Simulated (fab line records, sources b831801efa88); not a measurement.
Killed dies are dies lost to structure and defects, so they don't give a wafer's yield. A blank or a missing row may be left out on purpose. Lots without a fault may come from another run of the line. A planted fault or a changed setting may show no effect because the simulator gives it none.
One fault seen from 2 desks | flow gf180mcu | each desk has only its own numbers; what lay behind them comes last

THE METROLOGY DESK
What the gauges read, lot by lot, whatever tool the lot ran on: means of the sampled wafers that have a number. A lot is out of limits, marked OUT, if its mean lies more than 4 standard deviations from the usual mean; the brackets give that distance.
Columns: A = V4_CVD_02_THK at GF_V4_THK_MEAS_03, usual 863 nm
lot  | first seen here | A
L998 | day 23 19:01    | 866
L100 | day 24 03:50    | 860
L101 | day 24 18:53    | 863
L102 | day 25 01:16    | 865
L103 | day 25 02:45    | 860
L104 | day 25 13:00    | 871
L105 | day 25 22:17    | 876
L106 | day 26 04:52    | 858
L107 | day 26 10:36    | 873
L108 | day 26 19:05    | 858
L113 | day 28 08:17    | 852
L118 | day 29 19:21    | 850
This desk's finding: nothing out of limits on any of the 12 lots.

THE TOOL OWNER'S DESK: pvd_sputter-03
The tool's own readings at GF_M3_SPUTTER_04 (material TiN, target thk 50 nm, time 41.7 s): means of the sampled wafers that have a number, for each lot that ran on this tool. A lot is out of limits, marked OUT, if its mean lies more than 4 standard deviations from the usual mean; the brackets give that distance.
Columns: A = throttle_valve_pct at GF_M3_SPUTTER_04, usual 30.3 %
lot  | first seen here | A
L101 | day 21 18:44    | 30.9
L108 | day 23 23:18    | 31.5
L113 | day 25 16:36    | 31.0
This desk's finding: nothing out of limits on any of the 3 lots.

PUT TOGETHER
The metrology desk saw nothing out of limits.
The tool owner's desk saw nothing out of limits.

WHAT THE SIMULATOR HAD PUT IN
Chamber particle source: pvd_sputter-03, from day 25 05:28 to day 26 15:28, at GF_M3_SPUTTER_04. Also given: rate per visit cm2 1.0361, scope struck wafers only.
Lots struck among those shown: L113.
